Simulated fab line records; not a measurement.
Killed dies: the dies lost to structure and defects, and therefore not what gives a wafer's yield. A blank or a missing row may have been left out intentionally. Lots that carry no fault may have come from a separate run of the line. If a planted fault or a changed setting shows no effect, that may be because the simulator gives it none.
A struck lot beside a sound one / flow gf180mcu / 14 out of 602 route steps
Sound: wafers L929.1, L929.2, L929.3. Struck: wafers L941.1, L941.2, L941.4. Last of all comes the cause.
At each step with rows: each side's tool, then ch and its chambers, then its first start. Under that, the readings that differ: sound wafers / struck wafers / difference of the means / sigmas: that difference in standard deviations of wafers without a fault.
alike: readings with means less than 2 such deviations apart, plus words and numbers identical on both sides. not compared: withheld readings, readings lacking a value on some wafer, bounds such as >300 that could conceal the same value, and numbers that have no deviation in the record and whose values overlap.
A row with sigmas, a row that says differs or no value, or rows on one side alone: a step with any of these is where the two part. Non-overlapping numbers with no deviation appear without sigmas and do not part them. A reading missing from all wafers of one side parts the sides only when that side holds two or more wafers.

first, 6 steps without rows for these wafers: GF_M4_HMDS_08 (prime time 60 s); GF_M4_COAT_09 (resist thk 1000 nm); GF_M4_SOFTBAKE_10 (time 60 s); GF_M4_EXPOSE_11 (exposes mask Metal4, target cd 280 nm); GF_M4_PEB_12 (peb time 90 s); GF_M4_DEVELOP_13 (develop time 60 s).
GF_M4_CD_MEAS_14: target cd 280 nm.
  struck on cdSem-01, day 27 17:42; sound on cdSem-01, day 23 11:45
  alike: cdNm
GF_M4_OVL_MEAS_15:
  struck on overlay-01, day 27 17:49; sound on overlay-01, day 23 11:52
  alike: M4_OVL
GF_M4_METAL_ETCH_16: etches the open film in Cl2/BCl3, stops on SiO2, target depth 627.5 nm, time 104.6 s.
  sound on rieMetal-02 ch 0,1, day 23 11:54; struck on rieMetal-04 ch 0,1, day 27 17:51
  alike: drypumpMotorCurrentA, heBacksideLeakSccm, oesProductAu, throttleValvePct
  not compared: rfHoursCounterH
GF_M4_STRIP_17: strips in O2/N2.
  sound on plasmaAsher-04 ch 0,1, day 23 12:01; struck on plasmaAsher-02 ch 0,1, day 27 17:58
  alike: drypumpMotorCurrentA, heaterPowerW, oesProductAu, stripTimeToEndpointS
  not compared: rfHoursCounterH
then, 2 steps without rows for these wafers: GF_M4_STRIP_18 (strips in post etch residue remover, time 1200 s); GF_M4_CLEAN_19 (cleans in DIW).
GF_V4_CVD_00: deposits SiO2, target thk 600 nm, time 100 s.
  sound on hdpcvd-01 ch 1,2, day 23 12:35; struck on hdpcvd-02 ch 0,2, day 27 18:35
  no value came back on the struck wafers for pressureMtorr (mTorr), runLengthS (s), sih4FlowSccm (sccm); on the sound wafers pressureMtorr (mTorr) reads 5.979 6.016 5.983
GF_PASSIVATION_PROBE_99:
  the record holds rows for the sound wafers here (prober-01, day 29 00:07) but none for the struck ones

WHERE THEY PART
First at GF_V4_CVD_00; last, within this record, at GF_PASSIVATION_PROBE_99.

WHY: the cause the simulator had injected
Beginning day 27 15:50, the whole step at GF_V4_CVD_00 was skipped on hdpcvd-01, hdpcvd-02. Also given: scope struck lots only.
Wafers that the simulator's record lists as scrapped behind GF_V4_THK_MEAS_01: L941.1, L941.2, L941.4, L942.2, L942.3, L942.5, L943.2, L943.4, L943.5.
